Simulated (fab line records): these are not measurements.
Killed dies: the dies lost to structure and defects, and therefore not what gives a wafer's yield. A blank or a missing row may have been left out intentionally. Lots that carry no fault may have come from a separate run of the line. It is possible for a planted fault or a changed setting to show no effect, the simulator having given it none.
Matching of chambers + flow sky130 + rie-diel-01 running SKY_LI_CONTACT_ETCH_15: 4 sister chambers
The step etches PSG in C4F8/O2/Ar, stops on Si, target depth 600 nm. 16 wafers are shown with their chamber, then 8 later ones without.

WAFERS WITH THEIR CHAMBER
| wafer  | chamber | oes-product-au (a.u.) |
|--------|---------|-----------------------|
| L075.1 | 0       | 0.836                 |
| L075.2 | 3       | 0.832                 |
| L075.3 | 1       | 0.836                 |
| L075.4 | 2       | 0.834                 |
| L075.5 | 1       | 0.843                 |
| L075.6 | 2       | 0.841                 |
| L078.1 | 2       | 0.840                 |
| L078.2 | 3       | 0.839                 |
| L078.3 | 1       | 0.836                 |
| L078.4 | 0       | 0.826                 |
| L078.5 | 0       | 0.831                 |
| L078.6 | 3       | 0.828                 |
| L079.1 | 2       | 0.830                 |
| L079.2 | 0       | 0.840                 |
| L079.3 | 1       | 0.832                 |
| L079.4 | 3       | 0.839                 |

SIGNATURES (means of the wafers above)
| reading        | chamber 0 | chamber 1 | chamber 2 | chamber 3 | scatter within a chamber |
|----------------|-----------|-----------|-----------|-----------|--------------------------|
| oes-product-au | 0.83325   | 0.83675   | 0.83625   | 0.83450   | 0.00535                  |
Rule: for a wafer and a chamber, the distance is found by dividing, reading by reading, the gap between the wafer's reading and the chamber's mean by the reading's scatter, squaring, summing and taking the root. If the next closest chamber is less than 2 further off than the closest, the wafer can't be placed; otherwise it belongs to the closest. How the scatter is found: for the shown wafers, subtract from each reading the mean of its chamber, square and add these, divide the total by (wafers less chambers), then take the root.

WAFERS WITH NO CHAMBER GIVEN
| wafer  | oes-product-au (a.u.) |
|--------|-----------------------|
| L079.5 | 0.835                 |
| L079.6 | 0.840                 |
| L081.1 | 0.833                 |
| L081.2 | 0.847                 |
| L081.3 | 0.840                 |
| L081.4 | 0.834                 |
| L081.5 | 0.835                 |
| L081.6 | 0.829                 |

WHICH CHAMBER EACH ONE RAN IN
| wafer  | from the rows above               | in truth |
|--------|-----------------------------------|----------|
| L079.5 | can't be placed: 3 or 2 or 0 or 1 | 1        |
| L079.6 | can't be placed: 1 or 2 or 3 or 0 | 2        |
| L081.1 | can't be placed: 0 or 3 or 2 or 1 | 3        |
| L081.2 | can't be placed: 1 or 2 or 3 or 0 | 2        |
| L081.3 | can't be placed: 1 or 2 or 3 or 0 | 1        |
| L081.4 | can't be placed: 3 or 0 or 2 or 1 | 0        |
| L081.5 | can't be placed: 3 or 2 or 0 or 1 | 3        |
| L081.6 | can't be placed: 0 or 3 or 2 or 1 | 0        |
Placed correctly: 0 of 8. Unplaceable from these rows: 8, with the true chamber sitting among the candidates in 8. Number placed wrongly: 0.
